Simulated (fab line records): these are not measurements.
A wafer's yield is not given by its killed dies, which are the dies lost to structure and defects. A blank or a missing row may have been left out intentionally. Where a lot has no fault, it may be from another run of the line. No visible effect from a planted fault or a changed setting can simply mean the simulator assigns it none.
The tool behind it: which one? || flow sky130 || Sampling: 15 lots, 45 wafers, 3 of 708 route steps

== WHAT THE GAUGES READ, wafer by wafer ==
SKY_VIA2_THK_MEAS_23: measures by xrf. Usual: for VIA2_W_THK the level is 408 nm and the standard deviation is 8.4.
{"lot": "L171", "measured": "day 36 01:22", "on": "film_metro-02", "VIA2_W_THK (nm)": "417 406 404", "flag": ""}
{"lot": "L173", "measured": "day 37 02:14", "on": "film_metro-03", "VIA2_W_THK (nm)": "409 418 409", "flag": ""}
{"lot": "L174", "measured": "day 37 05:40", "on": "film_metro-02", "VIA2_W_THK (nm)": "411 409 408", "flag": ""}
{"lot": "L178", "measured": "day 38 21:50", "on": "film_metro-02", "VIA2_W_THK (nm)": "407 424 426", "flag": ""}
{"lot": "L179", "measured": "day 39 11:11", "on": "film_metro-03", "VIA2_W_THK (nm)": "425 410 424", "flag": ""}
{"lot": "L180", "measured": "day 39 16:25", "on": "film_metro-02", "VIA2_W_THK (nm)": "405 409 409", "flag": ""}
{"lot": "L181", "measured": "day 40 04:57", "on": "film_metro-03", "VIA2_W_THK (nm)": "407 427 421", "flag": ""}
{"lot": "L182", "measured": "day 40 06:18", "on": "film_metro-02", "VIA2_W_THK (nm)": "406 403 423", "flag": ""}
{"lot": "L183", "measured": "day 40 09:19", "on": "film_metro-03", "VIA2_W_THK (nm)": "414 406 421", "flag": ""}
{"lot": "L188", "measured": "day 41 14:23", "on": "film_metro-04", "VIA2_W_THK (nm)": "401 406 412", "flag": ""}
{"lot": "L189", "measured": "day 41 18:13", "on": "film_metro-04", "VIA2_W_THK (nm)": "406 408 406", "flag": ""}
{"lot": "L190", "measured": "day 41 21:41", "on": "film_metro-04", "VIA2_W_THK (nm)": "415 413 414", "flag": ""}
{"lot": "L192", "measured": "day 42 08:47", "on": "film_metro-02", "VIA2_W_THK (nm)": "398 402 394", "flag": ""}
{"lot": "L193", "measured": "day 42 15:28", "on": "film_metro-02", "VIA2_W_THK (nm)": "407 394 407", "flag": ""}
{"lot": "L194", "measured": "day 43 10:44", "on": "film_metro-02", "VIA2_W_THK (nm)": "407 402 400", "flag": ""}

SKY_METAL3_OVL_MEAS_14. Usual: for METAL3_OVL the level is 0 nm and the standard deviation is 4.4.
{"lot": "L171", "measured": "day 38 06:40", "on": "overlay-01", "METAL3_OVL (nm)": "3 4 1", "flag": ""}
{"lot": "L173", "measured": "day 39 06:23", "on": "overlay-01", "METAL3_OVL (nm)": "1 9 1", "flag": ""}
{"lot": "L174", "measured": "day 39 09:05", "on": "overlay-01", "METAL3_OVL (nm)": "1 -2 6", "flag": ""}
{"lot": "L178", "measured": "day 40 22:37", "on": "overlay-02", "METAL3_OVL (nm)": "2 1 5", "flag": ""}
{"lot": "L179", "measured": "day 41 12:20", "on": "overlay-02", "METAL3_OVL (nm)": "-3 3 -7", "flag": ""}
{"lot": "L180", "measured": "day 41 17:32", "on": "overlay-01", "METAL3_OVL (nm)": "-1 -10 -8", "flag": ""}
{"lot": "L181", "measured": "day 42 05:49", "on": "overlay-02", "METAL3_OVL (nm)": "1 -5 -5", "flag": ""}
{"lot": "L182", "measured": "day 42 07:10", "on": "overlay-01", "METAL3_OVL (nm)": "-6 1 -1", "flag": ""}
{"lot": "L183", "measured": "day 42 10:05", "on": "overlay-01", "METAL3_OVL (nm)": "-6 -3 -9", "flag": ""}
{"lot": "L188", "measured": "day 43 14:37", "on": "overlay-01", "METAL3_OVL (nm)": "0 1 -3", "flag": ""}
{"lot": "L189", "measured": "day 43 18:22", "on": "overlay-01", "METAL3_OVL (nm)": "3 -3 5", "flag": ""}
{"lot": "L190", "measured": "day 43 21:07", "on": "overlay-01", "METAL3_OVL (nm)": "2 -4 -2", "flag": ""}
{"lot": "L192", "measured": "day 44 07:35", "on": "overlay-01", "METAL3_OVL (nm)": "-8 1 -10", "flag": ""}
{"lot": "L193", "measured": "day 44 13:49", "on": "overlay-01", "METAL3_OVL (nm)": "5 -1 8", "flag": ""}
{"lot": "L194", "measured": "day 45 07:59", "on": "overlay-02", "METAL3_OVL (nm)": "-1 4 -2", "flag": ""}

== TOOL THAT RAN EACH LOT (tool first, then ch and the chambers of the sampled wafers, then the start) ==
{"lot": "L171", "SKY_VIA2_CMP_24": "cmp-01 ch 0,1,3, day 36 01:25"}
{"lot": "L173", "SKY_VIA2_CMP_24": "cmp-01 ch 0,1,3, day 37 02:17"}
{"lot": "L174", "SKY_VIA2_CMP_24": "cmp-02 ch 0,1,3, day 37 05:48"}
{"lot": "L178", "SKY_VIA2_CMP_24": "cmp-01 ch 0,1,2, day 38 21:59"}
{"lot": "L179", "SKY_VIA2_CMP_24": "cmp-02 ch 0,2,3, day 39 11:14"}
{"lot": "L180", "SKY_VIA2_CMP_24": "cmp-01 ch 0,2, day 39 16:31"}
{"lot": "L181", "SKY_VIA2_CMP_24": "cmp-01 ch 0,1,3, day 40 04:59"}
{"lot": "L182", "SKY_VIA2_CMP_24": "cmp-02 ch 0,2,3, day 40 06:31"}
{"lot": "L183", "SKY_VIA2_CMP_24": "cmp-01 ch 0,2, day 40 09:25"}
{"lot": "L188", "SKY_VIA2_CMP_24": "cmp-01 ch 0,1,2, day 41 14:31"}
{"lot": "L189", "SKY_VIA2_CMP_24": "cmp-02 ch 0,1,2, day 41 18:17"}
{"lot": "L190", "SKY_VIA2_CMP_24": "cmp-01 ch 0,1,2, day 41 21:44"}
{"lot": "L192", "SKY_VIA2_CMP_24": "cmp-01 ch 0,3, day 42 08:50"}
{"lot": "L193", "SKY_VIA2_CMP_24": "cmp-01 ch 0,2,3, day 42 15:41"}
{"lot": "L194", "SKY_VIA2_CMP_24": "cmp-01 ch 0,2,3, day 43 10:53"}
- SKY_VIA2_CMP_24: polishes, stops on SiO2, t overpolish 20 s, target thk 0 nm.

== WHAT THE TOOLS THEMSELVES READ (means of the sampled wafers that have a number; where no wafer has one, the mark that the record gives instead) ==
SKY_VIA2_CMP_24. Usual: head_pressure_psi 3.499 psi, standard deviation 0.0076; motor_current_A 11.0 A, standard deviation 0.97; overpolish_run_s 19.999 s, standard deviation 0.0083; time_to_endpoint_s 101 s, standard deviation 4.
{"lot": "L171", "tool": "cmp-01", "head_pressure_psi (psi)": 3.494, "motor_current_A (A)": 10.7, "overpolish_run_s (s)": 20.005, "time_to_endpoint_s (s)": 102, "flag": ""}
{"lot": "L173", "tool": "cmp-01", "head_pressure_psi (psi)": 3.490, "motor_current_A (A)": 10.7, "overpolish_run_s (s)": 20.007, "time_to_endpoint_s (s)": 105, "flag": ""}
{"lot": "L174", "tool": "cmp-02", "head_pressure_psi (psi)": 3.501, "motor_current_A (A)": 11.2, "overpolish_run_s (s)": 19.995, "time_to_endpoint_s (s)": 100, "flag": ""}
{"lot": "L178", "tool": "cmp-01", "head_pressure_psi (psi)": 3.502, "motor_current_A (A)": 10.9, "overpolish_run_s (s)": 19.998, "time_to_endpoint_s (s)": 105, "flag": ""}
{"lot": "L179", "tool": "cmp-02", "head_pressure_psi (psi)": 3.508, "motor_current_A (A)": 11.5, "overpolish_run_s (s)": 19.993, "time_to_endpoint_s (s)": 99, "flag": ""}
{"lot": "L180", "tool": "cmp-01", "head_pressure_psi (psi)": 3.492, "motor_current_A (A)": 11.1, "overpolish_run_s (s)": 19.995, "time_to_endpoint_s (s)": 104, "flag": ""}
{"lot": "L181", "tool": "cmp-01", "head_pressure_psi (psi)": 3.497, "motor_current_A (A)": 10.7, "overpolish_run_s (s)": 19.997, "time_to_endpoint_s (s)": 102, "flag": ""}
{"lot": "L182", "tool": "cmp-02", "head_pressure_psi (psi)": 3.503, "motor_current_A (A)": 11.4, "overpolish_run_s (s)": 19.998, "time_to_endpoint_s (s)": 102, "flag": ""}
{"lot": "L183", "tool": "cmp-01", "head_pressure_psi (psi)": 3.498, "motor_current_A (A)": 11.6, "overpolish_run_s (s)": 19.997, "time_to_endpoint_s (s)": 102, "flag": ""}
{"lot": "L188", "tool": "cmp-01", "head_pressure_psi (psi)": 3.499, "motor_current_A (A)": 11.1, "overpolish_run_s (s)": 20.008, "time_to_endpoint_s (s)": 103, "flag": ""}
{"lot": "L189", "tool": "cmp-02", "head_pressure_psi (psi)": 3.490, "motor_current_A (A)": 11.6, "overpolish_run_s (s)": 20.002, "time_to_endpoint_s (s)": 101, "flag": ""}
{"lot": "L190", "tool": "cmp-01", "head_pressure_psi (psi)": 3.496, "motor_current_A (A)": 11.2, "overpolish_run_s (s)": 19.996, "time_to_endpoint_s (s)": 99, "flag": ""}
{"lot": "L192", "tool": "cmp-01", "head_pressure_psi (psi)": 3.505, "motor_current_A (A)": 11.7, "overpolish_run_s (s)": 20.004, "time_to_endpoint_s (s)": 95, "flag": ""}
{"lot": "L193", "tool": "cmp-01", "head_pressure_psi (psi)": 3.495, "motor_current_A (A)": 10.7, "overpolish_run_s (s)": 20.004, "time_to_endpoint_s (s)": 102, "flag": ""}
{"lot": "L194", "tool": "cmp-01", "head_pressure_psi (psi)": 3.505, "motor_current_A (A)": 10.8, "overpolish_run_s (s)": 19.996, "time_to_endpoint_s (s)": 101, "flag": ""}

== THE ANSWER, worked out from the rows above alone ==
Rule: take the mean of a lot's wafers that have a number; if it is more than 3 standard deviations from the usual mean, the lot is off. A lot without any number at a reading at which 4 lots or more have one is off too. Where the step has rows for the other lots, those lots are counted as sound. The gauges are gone through in route order, then the tools' own readings, and for those a lot's mean is taken as printed above. The first step at which some lot is off is used, and at that step the reading that is off furthest; a lot without a number counts as furthest.
No lot is off on any of the readings shown, so nothing can be concluded from this.

== WHAT WAS PUT IN BY THE SIMULATOR ==
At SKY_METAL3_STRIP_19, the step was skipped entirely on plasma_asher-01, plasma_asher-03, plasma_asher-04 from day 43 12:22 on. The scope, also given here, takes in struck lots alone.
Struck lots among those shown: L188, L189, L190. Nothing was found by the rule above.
